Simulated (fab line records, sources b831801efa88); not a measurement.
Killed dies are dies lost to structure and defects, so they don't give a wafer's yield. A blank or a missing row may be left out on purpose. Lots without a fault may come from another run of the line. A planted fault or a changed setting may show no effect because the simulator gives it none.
Chamber matching | flow gf180mcu | GF_V4_ETCH_16 on rie_diel-02: 4 sister chambers
The step etches BARC in N2/H2. 4 wafers are shown with their chamber, then 7 later ones without.

WAFERS WITH THEIR CHAMBER
wafer  | chamber | drypump_motor_current_A (A)
L708.1 | 0       | 6.3
L712.3 | 1       | 5.7
L715.1 | 3       | 6.2
L715.3 | 2       | 5.6

WAFERS WITHOUT THEIR CHAMBER
wafer  | drypump_motor_current_A (A)
L715.4 | 5.7
L717.2 | 6.2
L717.3 | 6.3
L717.6 | 6.2
L727.1 | 5.6
L727.2 | 5.8
L727.6 | 6.2

WHICH CHAMBER EACH WENT THROUGH
wafer  | from the rows above | in truth
L715.4 | 1                   | 1
L717.2 | 3                   | 3
L717.3 | 0                   | 0
L717.6 | 3                   | 3
L727.1 | 2                   | 2
L727.2 | 1                   | 1
L727.6 | 3                   | 3
Placed correctly: 7 of 7. Can't be placed from these rows: 0. Placed wrongly: 0.
How it was worked out, from the rows above alone: a wafer's distance from a chamber is the root of the sum, over the readings, of the square of ((its reading less the chamber's mean) divided by the reading's scatter). The wafer belongs to the nearest chamber; if the next one is less than 2 further off, it can't be placed. A chamber's mean is the mean of its shown wafers. The scatter: with one shown wafer a chamber, the root of the mean of the squares of how far each hidden wafer lies from its nearest shown one.
